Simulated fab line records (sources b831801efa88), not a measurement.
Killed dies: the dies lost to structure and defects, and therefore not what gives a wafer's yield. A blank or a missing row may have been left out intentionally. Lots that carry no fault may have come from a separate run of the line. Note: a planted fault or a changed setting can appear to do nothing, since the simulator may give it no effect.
A single fault, viewed from 2 desks | flow gf180mcu | each desk has only its own numbers; what lay behind them comes last

## AT THE METROLOGY DESK
Lot by lot, what the gauges showed, no matter which tool ran the lot: averages of those sampled wafers that carry a number. If a lot's mean is further than 4 standard deviations from the usual mean, the lot is out of limits and carries the mark OUT (the distance appears in the brackets).
Columns: A = M2_ALCU_THK at GF_M2_THK_MEAS_06, usual 449 nm; B = M2_OVL at GF_M2_OVL_MEAS_15, usual -4 nm; C = V2_W_RS at GF_V2_RS_MEAS_24, usual 0.327 ohm/sq
lot  | first seen here | A   | B   | C
L373 | day 18 19:26    | 442 | -3  | 0.326
L374 | day 19 11:20    | 456 | -6  | 0.329
L375 | day 20 04:46    | 442 | -2  | 0.310
L377 | day 21 05:22    | 448 | -10 | 0.320
L378 | day 21 15:04    | 448 | 3   | 0.324
L385 | day 23 12:10    | 452 | -3  | 0.322
L386 | day 23 21:49    | 450 | -5  | 0.329
L389 | day 24 20:55    | 451 | -4  | 0.327
L390 | day 25 09:43    | 449 | -9  | 0.328
L391 | day 25 17:10    | 451 | -11 | 0.331
L392 | day 25 19:13    | 445 | -2  | 0.330
L395 | day 26 15:02    | 455 | -2  | 0.321
L394 | day 26 17:43    | 443 | -11 | 0.329
Result from this desk: across the 13 lots, nothing is out of limits.

## AT THE TOOL OWNER'S DESK: cvd w-01
The tool's own readings at GF_V2_CVD_23 (deposits W, target thk 350 nm, time 104.94 s): means of the sampled wafers that have a number, for each lot that ran on this tool. If a lot's mean is further than 4 standard deviations from the usual mean, the lot is out of limits and carries the mark OUT (the distance appears in the brackets).
Columns: A = heater power w at GF_V2_CVD_23, usual 813 W
lot  | first seen here | A
L373 | day 20 22:52    | 741
L374 | day 21 15:11    | 831
L375 | day 22 08:02    | 939
L377 | day 23 08:07    | 846
L386 | day 25 20:16    | 739
L389 | day 26 17:49    | 852
L390 | day 27 06:13    | 750
L391 | day 27 13:54    | 745
L392 | day 27 16:02    | 840
L394 | day 28 12:28    | 839
Result from this desk: across the 10 lots, nothing is out of limits.

## TAKEN TOGETHER
Metrology desk: nothing out of limits seen.
Nothing out of limits was seen by the tool owner's desk.

## WHAT THE SIMULATOR HAD PUT IN
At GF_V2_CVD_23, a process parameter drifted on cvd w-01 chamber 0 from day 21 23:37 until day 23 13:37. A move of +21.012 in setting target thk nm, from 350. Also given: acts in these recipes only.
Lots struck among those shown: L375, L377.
